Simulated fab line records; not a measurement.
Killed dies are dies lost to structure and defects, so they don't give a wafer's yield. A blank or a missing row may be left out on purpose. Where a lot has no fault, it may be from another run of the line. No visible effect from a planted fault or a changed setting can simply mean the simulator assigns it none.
fab line records	flow sky130
[record] lots = 24	wafers = 72	last-day = 50
route steps=708 shown METAL2@500 VIA2@531 METAL3@565 VIA3@585 METAL4@635 VIA4@642
lots untouched by any fault: they come from a run of this same line in which no faults occurred
start-h: hours from the record's opening day to when the first of the lot's shown wafers began	wait-h: time in hours since the lot's previous step	" repeats the value in the row above	L1.1+2: a row that stands for several wafers	- no value, or no start was given	* or withheld: withheld	< > ~ a bound
route shown NAME@n: NAME is a module with steps in the file, n the number in the route of the first one	usual: average and standard deviation across the fault-free wafers	same: alike in all rows	chamber/n: place in a boat	sites: the reading at each site	_std_site: how widely they spread, as a standard deviation	_edge_site: inner sites' mean taken away from outer sites' mean	radius-mm: how far each site lies from the wafer's centre	mask NAME#n: copy n	behind: tool/chamber where the wafer was last shaped	hold: the reason the lot was held/the length of the hold in hours/how it ended	device: whichever transistor did not switch (one of n, p or np)	end of line: the tests these same wafers got at the end of their route	for a step that has no rows: nothing shown but its recipe	killed: the dies lost at the first sort to structure and to defects; this is not the yield of the wafer	map: dies across one wafer; x = killed, . = not, _ = none there
set.NAME: the setting as run; set.NAME@STEP: as run at that earlier step	model.NAME: the simulator's own value behind a step, which no gauge read
route steps across a sampled set of lots; one table per step, one row per wafer
services: a tool's chamber out of use, with start hour (start-h, from the record's first day; less than 0 if before it), hours out, and reason
[[steps]]
[step SKY_METAL2_DESCUM_17]
[recipe] chemistry = O2	source-power-w = 150	bias-power-w = 0	pressure-mtorr = 10	temp-c = 40	time-s = 8
[usual] drypump-motor-current-A = 5.47/0.27	oes-product-au = 0.997/0.0091
[same] time-s = 8
lot.wafer	tool	chamber	start-h	wait-h	drypump-motor-current-A	oes-product-au	rf-hours-counter-h
L074.1	rie-metal-01	1	822.84	0.0	5.23	0.991	6
L074.3	"	1	"	"	5.25	0.988	-
L074.5	"	0	"	"	5.44	1.004	-
L076.1	rie-metal-04	1	844.34	0.0	5.96	0.991	6
L076.3	"	1	"	"	5.99	0.998	-
L076.5	"	0	"	"	5.20	0.995	-
L075.3	rie-metal-02	1	846.37	0.0	5.32	1.015	-
L075.4	"	0	"	"	5.63	0.995	-
L075.5	"	0	"	"	5.64	0.999	-
L078.2	rie-metal-01	1	853.22	0.0	5.25	0.989	-
L078.3	"	1	"	"	5.24	0.982	-
L078.4	"	1	"	"	5.24	0.981	-
L077.2	rie-metal-01	1	856.75	0.0	5.21	0.990	-
L077.3	"	1	"	"	5.23	0.986	-
L077.5	"	1	"	"	5.21	0.987	-
L079.2	rie-metal-02	0	858.49	0.0	5.66	1.006	2
L079.5	"	1	"	"	5.37	1.008	-
L079.6	"	0	"	"	5.67	1.001	-
L080.4	rie-metal-01	1	876.73	0.0	5.23	0.987	-
L080.5	"	1	"	"	5.26	0.970	-
L080.6	"	0	"	"	5.44	0.991	-
L081.2	rie-metal-02	0	883.64	0.0	5.64	0.989	3
L081.3	"	0	"	"	5.62	0.992	-
L081.4	"	1	"	"	5.36	0.995	-
L082.2	rie-metal-04	0	884.96	0.0	5.19	0.994	12
L082.4	"	0	"	"	5.20	1.001	-
L082.5	"	0	"	"	5.19	1.012	-
L083.4	rie-metal-01	1	886.88	0.0	5.26	0.989	-
L083.5	"	1	"	"	5.23	0.988	-
L083.6	"	0	"	"	5.44	1.003	-
L084.3	rie-metal-02	0	898.34	0.0	5.64	0.989	-
L084.4	"	1	"	"	5.35	0.998	-
L084.6	"	1	"	"	5.36	1.000	-
L085.3	rie-metal-01	1	908.08	0.0	5.24	0.993	-
L085.5	"	0	"	"	5.46	1.006	-
L085.6	"	1	"	"	5.24	1.001	-
L086.1	rie-metal-04	0	912.68	0.0	5.20	1.015	13
L086.4	"	1	"	"	6.03	1.001	-
L086.5	"	0	"	"	5.21	1.008	-
L087.2	rie-metal-02	0	920.06	0.0	5.62	0.989	4
L087.4	"	1	"	"	5.35	0.999	-
L087.6	"	1	"	"	5.38	1.004	-
L088.3	rie-metal-02	0	922.94	0.0	5.62	0.993	-
L088.4	"	1	"	"	5.36	1.004	-
L088.6	"	1	"	"	5.35	1.009	-
L089.2	rie-metal-01	0	931.63	0.0	5.41	0.992	3
L089.3	"	0	"	"	5.44	0.997	-
L089.5	"	0	"	"	5.43	0.993	-
L090.3	rie-metal-01	0	935.25	0.0	5.45	1.003	-
L090.4	"	1	"	"	5.22	0.988	-
L090.5	"	0	"	"	5.43	0.991	-
L091.1	rie-metal-04	0	946.96	0.0	5.20	1.007	16
L091.4	"	0	"	"	5.19	1.014	-
L091.5	"	1	"	"	6.02	1.014	-
L092.4	rie-metal-04	0	954.09	0.0	5.20	1.004	-
L092.5	"	1	"	"	5.99	0.994	-
L092.6	"	0	"	"	5.19	1.004	-
L093.1	rie-metal-04	0	962.57	0.0	5.19	1.015	16
L093.3	"	0	"	"	5.19	1.011	-
L093.4	"	1	"	"	6.03	1.004	-
L094.1	rie-metal-02	0	963.38	0.0	5.67	0.998	6
L094.2	"	1	"	"	5.37	1.009	7
L094.4	"	1	"	"	5.37	0.998	-
L095.1	rie-metal-04	1	972.92	0.0	5.98	0.989	13
L095.5	"	1	"	"	6.02	1.004	-
L095.6	"	0	"	"	5.20	1.013	-
L096.3	rie-metal-02	0	973.75	0.0	5.62	0.990	-
L096.5	"	0	"	"	5.62	0.998	-
L096.6	"	1	"	"	5.38	1.005	-
L097.2	rie-metal-02	1	984.04	0.0	5.35	1.001	9
L097.4	"	1	"	"	5.36	1.004	-
L097.5	"	0	"	"	5.66	0.985	-
[step SKY_VIA2_CMP_24]
[recipe] stop-on = SiO2	t-overpolish-s = 20	down-force-psi = 3.5	platen-rpm = 60	target-thk-nm = 0	pad-velocity-m-s = 0.94248
[usual] motor-current-A = 10.7/0.89	overpolish-run-s = 20.000/0.01	slurry-filter-dp-kPa = 13.50/0.14	time-to-endpoint-s = 103.1/2.8
lot.wafer	tool	chamber	start-h	wait-h	motor-current-A	overpolish-run-s	slurry-filter-dp-kPa	time-to-endpoint-s
L074.3	cmp-01	2	852.05	0.1	12.3	20.011	13.47	100.8
L074.1	"	3	"	"	10.2	19.983	13.47	102.1
L074.5	"	1	"	"	9.8	19.998	13.52	101.6
L076.1	cmp-02	3	872.84	0.1	9.8	19.989	13.53	104.2
L076.3	"	0	"	"	10.9	19.996	13.71	105.1
L076.5	"	3	"	"	10.3	19.987	13.59	104.3
L075.3	cmp-01	1	874.81	0.1	10.0	19.999	13.54	103.4
L075.4	"	2	"	"	12.4	20.001	13.44	103.5
L075.5	"	0	"	"	11.4	19.994	13.50	105.0
L078.3	cmp-02	2	881.35	0.0	10.8	19.997	13.52	109.5
L078.2	"	3	"	"	9.3	19.995	13.64	102.7
L078.4	"	1	"	"	9.6	20.026	13.38	105.3
L077.2	cmp-02	3	885.19	0.1	9.9	20.014	13.62	103.6
L077.3	"	1	"	"	9.6	20.014	13.61	108.6
L077.5	"	3	"	"	9.7	19.989	13.46	103.9
L079.2	cmp-02	2	886.14	0.1	10.5	20.010	13.36	104.4
L079.5	"	1	"	"	9.4	20.006	13.49	106.1
L079.6	"	2	"	"	11.6	20.000	13.33	99.0
L080.4	cmp-02	0	905.26	0.0	12.0	19.988	13.24	104.0
L080.5	"	0	"	"	11.8	20.007	13.49	107.1
L080.6	"	1	"	"	9.5	20.010	13.61	107.7
L081.2	cmp-01	3	911.76	0.3	11.0	20.003	13.58	103.1
L081.3	"	0	"	"	11.3	20.001	13.21	105.1
L081.4	"	1	"	"	9.3	19.999	13.35	104.2
L082.4	cmp-01	0	913.17	0.1	11.1	20.003	13.44	102.5
L082.2	"	1	"	"	10.0	20.003	13.50	98.3
L082.5	"	3	"	"	10.1	20.000	13.56	100.3
L083.4	cmp-01	3	914.75	0.2	10.6	20.017	13.59	99.1
L083.5	"	1	"	"	9.5	19.989	13.59	102.3
L083.6	"	2	"	"	12.3	20.002	13.52	100.5
L084.3	cmp-02	3	925.57	0.0	10.3	19.990	13.30	103.9
L084.4	"	1	"	"	9.1	19.981	13.55	109.6
L084.6	"	0	"	"	11.4	19.977	13.66	104.5
L085.3	cmp-01	0	934.92	0.1	10.8	19.975	13.61	105.9
L085.6	"	2	"	"	12.3	20.012	13.56	104.6
L085.5	"	3	"	"	10.1	20.003	13.26	103.4
L086.1	cmp-02	0	939.96	0.1	11.2	20.009	13.54	100.6
L086.4	"	2	"	"	11.0	19.991	13.52	105.9
L086.5	"	0	"	"	11.7	19.997	13.70	99.0
L087.4	cmp-02	2	948.28	0.0	11.0	20.018	13.36	102.9
L087.2	"	0	"	"	12.3	20.004	13.37	100.1
L087.6	"	3	"	"	10.2	20.014	13.70	102.4
L088.4	cmp-02	1	949.72	0.1	9.2	19.998	13.39	106.9
L088.3	"	2	"	"	10.9	20.010	13.70	99.1
L088.6	"	0	"	"	11.9	19.987	13.61	100.7
L089.2	cmp-01	1	958.40	0.0	10.0	20.004	13.54	102.6
L089.3	"	2	"	"	12.0	19.994	13.49	103.3
L089.5	"	2	"	"	11.6	20.013	13.61	101.3
L090.4	cmp-01	2	961.92	0.0	10.9	20.008	13.18	99.8
L090.3	"	1	"	"	9.9	19.995	13.33	102.0
L090.5	"	3	"	"	10.4	20.001	13.47	103.4
L091.1	cmp-02	2	974.39	0.1	11.1	19.989	13.74	100.9
L091.4	"	3	"	"	9.9	19.990	13.22	101.8
L091.5	"	3	"	"	10.2	19.982	13.57	100.7
L092.4	cmp-02	0	980.48	0.2	11.3	20.016	13.43	102.7
L092.5	"	1	"	"	9.1	19.981	13.49	100.5
L092.6	"	2	"	"	11.0	19.985	13.49	100.0
L093.1	cmp-01	3	988.92	0.1	10.7	20.006	13.46	99.4
L093.3	"	1	"	"	10.1	20.003	13.63	99.3
L093.4	"	2	"	"	12.0	19.992	13.44	99.6
L094.1	cmp-01	1	989.54	0.1	9.9	20.000	13.61	107.7
L094.4	"	2	"	"	11.6	19.998	13.45	105.1
L094.2	"	3	"	"	9.8	19.993	13.62	103.8
L095.1	cmp-01	0	999.40	0.1	10.8	19.997	13.54	103.3
L095.5	"	3	"	"	10.4	19.997	13.55	96.6
L095.6	"	0	"	"	10.5	20.013	13.26	101.3
L096.3	cmp-02	0	1000.24	0.0	11.6	20.007	13.51	105.4
L096.5	"	0	"	"	11.8	19.994	13.63	104.3
L096.6	"	1	"	"	9.1	19.992	13.43	106.7
L097.4	cmp-02	3	1010.12	0.0	9.8	19.995	13.72	99.2
L097.2	"	1	"	"	9.4	19.995	13.61	109.1
L097.5	"	0	"	"	11.7	20.004	13.56	101.0
[step SKY_METAL3_DESCUM_15]
[recipe] chemistry = O2	source-power-w = 150	bias-power-w = 0	pressure-mtorr = 10	temp-c = 40	time-s = 8
[usual] drypump-motor-current-A = 5.9/0.46	oes-product-au = 1.004/0.0078
[same] time-s = 8
lot.wafer	tool	chamber	start-h	wait-h	drypump-motor-current-A	oes-product-au	rf-hours-counter-h
L074.1	rie-metal-04	0	904.81	0.0	5.2	1.002	13
L074.3	"	1	"	"	6.0	0.999	-
L074.5	"	0	"	"	5.2	1.001	-
L076.1	rie-metal-03	1	923.94	0.0	6.0	1.005	9
L076.3	"	0	"	"	6.5	1.004	-
L076.5	"	0	"	"	6.5	1.010	-
L075.3	rie-metal-04	0	926.50	0.0	5.2	1.008	-
L075.4	"	1	"	"	6.0	1.003	-
L075.5	"	1	"	"	6.0	0.995	-
L078.2	rie-metal-04	1	932.45	0.0	6.0	1.008	10
L078.3	"	0	"	"	5.2	1.011	-
L078.4	"	1	"	"	6.0	0.994	-
L077.2	rie-metal-03	1	936.56	0.0	6.0	1.008	10
L077.3	"	0	"	"	6.6	1.003	-
L077.5	"	0	"	"	6.6	1.007	-
L079.2	rie-metal-03	1	937.84	0.0	6.0	1.003	10
L079.5	"	0	"	"	6.5	1.002	-
L079.6	"	1	"	"	6.0	1.010	-
L080.4	rie-metal-04	0	955.67	0.0	5.2	0.996	-
L080.5	"	1	"	"	6.0	0.993	-
L080.6	"	0	"	"	5.2	1.000	-
L081.2	rie-metal-04	1	962.09	0.0	6.0	1.001	12
L081.3	"	1	"	"	6.0	0.986	-
L081.4	"	0	"	"	5.2	1.005	-
L082.2	rie-metal-03	0	963.69	0.0	6.5	1.009	15
L082.4	"	0	"	"	6.6	1.011	-
L082.5	"	0	"	"	6.5	1.001	-
L083.4	rie-metal-03	0	965.40	0.0	6.6	1.020	-
L083.5	"	1	"	"	6.0	1.012	-
L083.6	"	0	"	"	6.6	1.005	-
L084.3	rie-metal-04	1	975.23	0.0	6.0	1.000	-
L084.4	"	0	"	"	5.2	1.005	-
L084.6	"	0	"	"	5.2	1.006	-
L085.3	rie-metal-03	0	983.63	0.0	6.5	1.020	-
L085.5	"	0	"	"	6.6	1.014	-
L085.6	"	1	"	"	6.0	1.002	-
L086.1	rie-metal-03	1	989.94	0.0	6.0	1.002	13
L086.4	"	0	"	"	6.6	1.013	-
L086.5	"	1	"	"	6.1	1.006	-
L087.2	rie-metal-03	0	997.74	0.0	6.5	1.008	16
L087.4	"	1	"	"	6.0	1.009	-
L087.6	"	1	"	"	6.0	1.015	-
L088.3	rie-metal-02	0	998.87	0.0	5.7	0.987	-
L088.4	"	1	"	"	5.4	1.013	-
L088.6	"	1	"	"	5.4	1.008	-
L089.2	rie-metal-02	0	1007.24	0.0	5.6	0.993	8
L089.3	"	0	"	"	5.7	0.999	-
L089.5	"	1	"	"	5.4	1.007	-
L090.3	rie-metal-03	1	1010.08	0.0	6.0	1.000	-
L090.4	"	0	"	"	6.6	1.007	-
L090.5	"	1	"	"	6.0	1.012	-
L091.1	rie-metal-02	1	1022.42	0.0	5.4	1.003	11
L091.4	"	0	"	"	5.6	0.985	-
L091.5	"	1	"	"	5.4	1.009	-
L092.4	rie-metal-03	0	1028.72	0.0	6.5	1.005	-
L092.5	"	0	"	"	6.6	1.006	-
L092.6	"	1	"	"	6.1	1.000	-
L093.1	rie-metal-03	0	1035.60	0.0	6.5	0.992	18
L093.3	"	1	"	"	6.0	0.996	-
L093.4	"	0	"	"	6.5	0.998	-
L094.1	rie-metal-03	1	1036.55	0.0	6.1	1.015	15
L094.2	"	0	"	"	6.5	1.019	18
L094.4	"	1	"	"	6.0	1.006	-
L095.1	rie-metal-02	0	1045.39	0.0	5.6	0.993	11
L095.5	"	1	"	"	5.4	1.001	-
L095.6	"	0	"	"	5.7	1.003	-
L096.3	rie-metal-04	1	1046.78	0.0	6.0	0.991	-
L096.5	"	1	"	"	6.0	0.997	-
L096.6	"	1	"	"	6.0	0.990	-
L097.2	rie-metal-04	0	1056.04	0.0	5.2	1.007	21
L097.4	"	0	"	"	5.2	1.012	-
L097.5	"	1	"	"	6.0	0.990	-
[step SKY_VIA3_CD_MEAS_12]
[recipe] target-cd-nm = 200
[usual] cd-nm = 199.8/1.6
lot.wafer	tool	chamber	start-h	wait-h	cd-nm
L074.1	cd-sem-02	-	930.51	-	202.5
L074.3	"	-	"	"	200.9
L074.5	"	-	"	"	201.7
L076.1	cd-sem-01	-	950.27	-	198.6
L076.3	"	-	"	"	200.1
L076.5	"	-	"	"	200.0
L075.3	cd-sem-01	-	952.95	-	199.6
L075.4	"	-	"	"	199.9
L075.5	"	-	"	"	201.0
L078.2	cd-sem-01	-	958.26	-	197.3
L078.3	"	-	"	"	198.5
L078.4	"	-	"	"	197.6
L077.2	cd-sem-01	-	962.78	-	201.8
L077.3	"	-	"	"	201.2
L077.5	"	-	"	"	201.3
L079.2	cd-sem-02	-	963.91	-	199.6
L079.5	"	-	"	"	198.6
L079.6	"	-	"	"	199.8
L080.4	cd-sem-02	-	980.97	-	201.2
L080.5	"	-	"	"	202.2
L080.6	"	-	"	"	200.1
L081.2	cd-sem-01	-	986.61	-	200.0
L081.3	"	-	"	"	200.4
L081.4	"	-	"	"	199.8
L082.2	cd-sem-02	-	989.16	-	199.1
L082.4	"	-	"	"	199.2
L082.5	"	-	"	"	200.5
L083.4	cd-sem-01	-	990.67	-	200.8
L083.5	"	-	"	"	199.9
L083.6	"	-	"	"	199.6
L084.3	cd-sem-01	-	1000.65	-	202.2
L084.4	"	-	"	"	202.0
L084.6	"	-	"	"	200.7
L085.3	cd-sem-02	-	1009.38	-	199.0
L085.5	"	-	"	"	199.8
L085.6	"	-	"	"	200.2
L086.1	cd-sem-02	-	1014.49	-	197.9
L086.4	"	-	"	"	198.2
L086.5	"	-	"	"	198.1
L087.2	cd-sem-02	-	1022.34	-	201.5
L087.4	"	-	"	"	203.6
L087.6	"	-	"	"	202.6
L088.3	cd-sem-02	-	1023.66	-	198.8
L088.4	"	-	"	"	199.3
L088.6	"	-	"	"	198.7
L089.2	cd-sem-01	-	1031.46	-	196.0
L089.3	"	-	"	"	196.5
L089.5	"	-	"	"	195.0
L090.3	cd-sem-01	-	1034.41	-	199.9
L090.4	"	-	"	"	199.4
L090.5	"	-	"	"	200.1
L091.1	cd-sem-01	-	1046.56	-	200.9
L091.4	"	-	"	"	201.2
L091.5	"	-	"	"	201.7
L092.4	cd-sem-02	-	1052.78	-	200.7
L092.5	"	-	"	"	201.6
L092.6	"	-	"	"	200.5
L093.1	cd-sem-01	-	1059.66	-	199.8
L093.3	"	-	"	"	200.0
L093.4	"	-	"	"	199.1
L094.1	cd-sem-02	-	1060.01	-	199.6
L094.2	"	-	"	"	200.1
L094.4	"	-	"	"	199.0
L095.1	cd-sem-01	-	1068.29	-	198.7
L095.5	"	-	"	"	199.8
L095.6	"	-	"	"	198.3
L096.3	cd-sem-02	-	1070.63	-	198.9
L096.5	"	-	"	"	199.6
L096.6	"	-	"	"	198.9
L097.2	cd-sem-01	-	1078.94	-	198.6
L097.4	"	-	"	"	198.7
L097.5	"	-	"	"	198.3
[step SKY_METAL4_STRIP_19]
[recipe] chemistry = O2/N2	power-w = 1400	pressure-mtorr = 1500	platen-temp-c = withheld	o2-flow-sccm = 3000	n2-flow-sccm = 300	overash-fraction = 0.5
[usual] drypump-motor-current-A = 5.9/0.64	oes-product-au = 0.503/0.0059	strip-time-to-endpoint-s = 6.55/0.076
lot.wafer	tool	chamber	start-h	wait-h	drypump-motor-current-A	oes-product-au	rf-hours-counter-h	strip-time-to-endpoint-s
L074.1	plasma-asher-03	1	982.12	0.1	5.3	0.505	84	6.61
L074.3	"	1	"	"	5.3	0.509	-	6.70
L074.5	"	0	"	"	6.2	0.510	-	6.69
L076.1	plasma-asher-02	1	1000.87	0.1	6.5	0.500	116	6.50
L076.3	"	0	"	"	5.8	0.502	-	6.49
L076.5	"	1	"	"	6.5	0.502	-	6.55
L075.3	plasma-asher-04	1	1002.79	0.1	6.7	0.496	-	6.50
L075.4	"	0	"	"	5.1	0.506	-	6.59
L075.5	"	0	"	"	5.1	0.503	-	6.57
L078.2	plasma-asher-02	1	1008.87	0.1	6.5	0.499	117	6.47
L078.3	"	0	"	"	5.8	0.505	-	6.58
L078.4	"	1	"	"	6.5	0.501	-	6.60
L077.2	plasma-asher-04	0	1013.07	0.1	5.1	0.502	58	6.56
L077.3	"	1	"	"	6.7	0.498	-	6.48
L077.5	"	0	"	"	5.1	0.501	-	6.57
L079.2	plasma-asher-02	1	1014.32	0.1	6.4	0.501	117	6.61
L079.5	"	0	"	"	5.8	0.485	-	6.39
L079.6	"	1	"	"	6.4	0.508	-	6.67
L080.4	plasma-asher-04	1	1030.47	0.1	6.7	0.513	-	6.63
L080.5	"	1	"	"	6.7	0.502	-	6.55
L080.6	"	0	"	"	5.2	0.504	-	6.57
L081.2	plasma-asher-04	0	1034.98	0.1	5.1	0.512	60	6.63
L081.3	"	1	"	"	6.7	0.505	-	6.64
L081.4	"	0	"	"	5.1	0.505	-	6.58
L082.2	plasma-asher-02	0	1037.45	0.1	5.8	0.511	120	6.52
L082.4	"	0	"	"	5.8	0.492	-	6.41
L082.5	"	0	"	"	5.8	0.505	-	6.46
L083.4	plasma-asher-04	0	1039.54	0.1	5.1	0.499	-	6.53
L083.5	"	0	"	"	5.1	0.502	-	6.58
L083.6	"	1	"	"	6.7	0.512	-	6.68
L084.3	plasma-asher-03	1	1048.69	0.1	5.3	0.495	-	6.45
L084.4	"	0	"	"	6.2	0.499	-	6.54
L084.6	"	0	"	"	6.2	0.506	-	6.53
L085.3	plasma-asher-03	0	1057.45	0.1	6.2	0.507	-	6.53
L085.5	"	1	"	"	5.3	0.508	-	6.65
L085.6	"	0	"	"	6.2	0.501	-	6.51
L086.1	plasma-asher-04	0	1062.72	0.1	5.1	0.499	64	6.47
L086.4	"	1	"	"	6.7	0.501	-	6.65
L086.5	"	1	"	"	6.7	0.504	-	6.54
L087.2	plasma-asher-04	1	1068.73	0.1	6.7	0.497	64	6.45
L087.4	"	0	"	"	5.1	0.501	-	6.53
L087.6	"	1	"	"	6.7	0.496	-	6.52
L088.3	plasma-asher-03	0	1069.95	0.1	6.2	0.508	-	6.70
L088.4	"	1	"	"	5.3	0.504	-	6.61
L088.6	"	0	"	"	6.2	0.503	-	6.65
L089.2	plasma-asher-04	1	1078.93	0.1	6.7	0.505	66	6.66
L089.3	"	0	"	"	5.1	0.502	-	6.57
L089.5	"	0	"	"	5.1	0.507	-	6.69
L090.3	plasma-asher-03	0	1080.94	0.1	6.2	0.509	-	6.58
L090.4	"	1	"	"	5.2	0.508	-	6.49
L090.5	"	1	"	"	5.3	0.506	-	6.55
L091.1	plasma-asher-03	1	1091.87	0.1	5.2	0.499	96	6.46
L091.4	"	1	"	"	5.3	0.504	-	6.53
L091.5	"	0	"	"	6.2	0.503	-	6.47
L092.4	plasma-asher-03	1	1097.40	0.1	5.3	0.501	-	6.65
L092.5	"	1	"	"	5.3	0.503	-	6.57
L092.6	"	0	"	"	6.2	0.500	-	6.62
L093.1	plasma-asher-04	0	1104.40	0.1	5.1	0.499	69	6.48
L093.3	"	0	"	"	5.1	0.499	-	6.52
L093.4	"	1	"	"	6.7	0.511	-	6.56
L094.1	plasma-asher-03	1	1105.93	0.1	5.3	0.507	98	6.54
L094.2	"	0	"	"	6.2	0.493	98	6.39
L094.4	"	0	"	"	6.2	0.497	-	6.42
L095.1	plasma-asher-04	0	1111.90	0.1	5.1	0.507	70	6.57
L095.5	"	1	"	"	6.7	0.500	-	6.60
L095.6	"	0	"	"	5.2	0.504	-	6.48
L096.3	plasma-asher-04	1	1114.54	0.1	6.7	0.495	-	6.49
L096.5	"	1	"	"	6.7	0.484	-	6.42
L096.6	"	0	"	"	5.1	0.505	-	6.59
L097.2	plasma-asher-04	0	1123.25	0.1	5.1	0.506	71	6.55
L097.4	"	0	"	"	5.1	0.498	-	6.62
L097.5	"	0	"	"	5.1	0.508	-	6.49
[step SKY_VIA4_BOW_MEAS_03]
[recipe] mode = bow
[usual] VIA4_BOW = 80/7.9
lot.wafer	tool	chamber	start-h	wait-h	VIA4_BOW[um]
L074.1	film-metro-04	-	983.25	0.2	83
L074.3	"	-	"	"	87
L074.5	"	-	"	"	75
L076.1	film-metro-01	-	1002.40	0.1	76
L076.3	"	-	"	"	76
L076.5	"	-	"	"	82
L075.3	film-metro-04	-	1003.99	0.3	79
L075.4	"	-	"	"	83
L075.5	"	-	"	"	67
L078.2	film-metro-01	-	1010.02	0.1	80
L078.3	"	-	"	"	84
L078.4	"	-	"	"	82
L077.2	film-metro-04	-	1014.22	0.3	72
L077.3	"	-	"	"	86
L077.5	"	-	"	"	69
L079.2	film-metro-02	-	1015.47	0.2	98
L079.5	"	-	"	"	79
L079.6	"	-	"	"	85
L080.4	film-metro-01	-	1031.74	0.2	90
L080.5	"	-	"	"	66
L080.6	"	-	"	"	80
L081.2	film-metro-01	-	1036.18	0.2	79
L081.3	"	-	"	"	83
L081.4	"	-	"	"	80
L082.2	film-metro-02	-	1038.61	0.2	81
L082.4	"	-	"	"	86
L082.5	"	-	"	"	98
L083.4	film-metro-04	-	1040.83	0.3	77
L083.5	"	-	"	"	81
L083.6	"	-	"	"	80
L084.3	film-metro-01	-	1049.87	0.1	77
L084.4	"	-	"	"	78
L084.6	"	-	"	"	89
L085.3	film-metro-04	-	1058.59	0.2	89
L085.5	"	-	"	"	81
L085.6	"	-	"	"	64
L086.1	film-metro-04	-	1063.85	0.1	79
L086.4	"	-	"	"	81
L086.5	"	-	"	"	94
L087.2	film-metro-02	-	1069.91	0.2	82
L087.4	"	-	"	"	67
L087.6	"	-	"	"	80
L088.3	film-metro-04	-	1071.12	0.1	86
L088.4	"	-	"	"	71
L088.6	"	-	"	"	72
L089.2	film-metro-02	-	1080.12	0.3	74
L089.3	"	-	"	"	60
L089.5	"	-	"	"	85
L090.3	film-metro-02	-	1082.12	0.2	93
L090.4	"	-	"	"	79
L090.5	"	-	"	"	72
L091.1	film-metro-02	-	1093.01	0.2	71
L091.4	"	-	"	"	61
L091.5	"	-	"	"	65
L092.4	film-metro-02	-	1098.56	0.2	73
L092.5	"	-	"	"	70
L092.6	"	-	"	"	63
L093.1	film-metro-02	-	1105.56	0.1	81
L093.3	"	-	"	"	68
L093.4	"	-	"	"	84
L094.1	film-metro-04	-	1107.79	0.1	77
L094.2	"	-	"	"	93
L094.4	"	-	"	"	72
L095.1	film-metro-01	-	1113.13	0.2	79
L095.5	"	-	"	"	79
L095.6	"	-	"	"	94
L096.3	film-metro-02	-	1115.76	0.1	73
L096.5	"	-	"	"	80
L096.6	"	-	"	"	74
L097.2	film-metro-02	-	1124.41	0.2	87
L097.4	"	-	"	"	87
L097.5	"	-	"	"	81
[[services]]
tool	chamber	start-h	hours	kind
plasma-asher-03	-	800.64	3.2	repair
rie-metal-03	-	808.00	0.1	repair
plasma-asher-03	-	817.15	0.5	repair
cmp-02	-	908.88	16.6	pm
plasma-asher-04	-	910.51	2.9	repair
cmp-01	-	916.59	4.0	pm
rie-metal-02	-	924.23	14.6	pm
plasma-asher-03	-	929.29	0.7	repair
plasma-asher-04	-	945.42	1.1	repair
plasma-asher-02	-	951.60	0.8	repair
cmp-02	-	961.60	0.9	repair
cmp-01	-	967.18	5.5	pm
rie-metal-02	-	1007.86	2.8	pm
cmp-01	-	1027.49	0.2	repair
rie-metal-04	0	1028.94	25.6	repair
cmp-02	-	1032.57	5.8	pm
plasma-asher-02	-	1042.88	81.5	repair
rie-metal-04	1	1070.22	2.1	repair
rie-metal-03	0	1074.85	10.5	repair
rie-metal-01	-	1076.39	0.4	repair
cmp-01	-	1076.83	0.5	repair
cmp-02	-	1084.29	4.0	pm
rie-metal-03	-	1110.33	0.4	repair
cmp-02	-	1112.14	0.4	repair
[[key]]
fault none
